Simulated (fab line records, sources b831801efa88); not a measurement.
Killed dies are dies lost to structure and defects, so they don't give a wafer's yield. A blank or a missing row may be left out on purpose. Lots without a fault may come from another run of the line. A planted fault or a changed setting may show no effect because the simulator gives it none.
One fault seen from 2 desks | flow gf180mcu | each desk has only its own numbers; what lay behind them comes last

THE METROLOGY DESK
What the gauges read, lot by lot, whatever tool the lot ran on: means of the sampled wafers that have a number. A lot is out of limits, marked OUT, if its mean lies more than 4 standard deviations from the usual mean; the brackets give that distance.
Columns: A = V3_OVL at GF_V3_OVL_MEAS_15, usual 0 nm; B = V4_CVD_00_THK at GF_V4_THK_MEAS_01, usual 604 nm; C = V4_CVD_02_THK at GF_V4_THK_MEAS_03, usual 852 nm
lot  | first seen here | A  | B   | C
L571 | day 22 09:38    | -1 | 602 | 876
L573 | day 23 15:13    | 1  | 604 | 848
L574 | day 23 18:23    | -4 | 606 | 854
L575 | day 24 04:59    | -2 | 606 | 864
L576 | day 24 12:38    | 6  | 598 | 876
L578 | day 25 02:23    | -6 | 588 | 848
L579 | day 25 05:08    | -8 | 608 | 854
L582 | day 26 04:36    | 0  | 594 | 836
L583 | day 26 18:16    | -2 | 599 | 855
L588 | day 28 08:34    | 5  | 604 | 849
L589 | day 28 18:17    | 5  | 583 | 840
L590 | day 29 04:11    | 3  | 579 | 851
L594 | day 30 05:17    | -1 | 603 | 845
This desk's finding: nothing out of limits on any of the 13 lots.

THE TOOL OWNER'S DESK: hdpcvd-02
The tool's own readings at GF_V4_CVD_00 (deposits SiO2, target thk 600 nm, time 100 s): means of the sampled wafers that have a number, for each lot that ran on this tool. A lot is out of limits, marked OUT, if its mean lies more than 4 standard deviations from the usual mean; the brackets give that distance.
Columns: A = sih4_flow_sccm at GF_V4_CVD_00, usual 60.00 sccm
lot  | first seen here | A
L571 | day 23 11:40    | 60.08
L573 | day 24 16:14    | 60.05
L575 | day 25 05:11    | 59.96
L576 | day 25 12:31    | 60.12
L579 | day 26 04:06    | 60.10
L589 | day 29 15:36    | 57.02 (-19) OUT
L590 | day 30 01:37    | 57.00 (-19) OUT
This desk's finding: out of limits on L589, L590; first on L589, day 29 15:36 (sih4_flow_sccm at GF_V4_CVD_00). In limits: L571, L573, L575, L576, L579.

PUT TOGETHER
The tool owner's desk could have raised an alarm at day 29 15:36, on L589, L590.
The metrology desk saw nothing out of limits.
The metrology desk has L589, L590 on record, within its limits.
Of the lots named, all ran GF_V4_CVD_00 on hdpcvd-02.

WHAT THE SIMULATOR HAD PUT IN
Process parameter drift: hdpcvd-02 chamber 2, from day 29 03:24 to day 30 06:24, at GF_V4_CVD_00. Setting sih4_flow_sccm, moved by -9, from 60. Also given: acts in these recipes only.
Lots struck among those shown: L589, L590.
Hours from the fault's start to each desk's first reading out of limits: the tool owner's desk, 12.
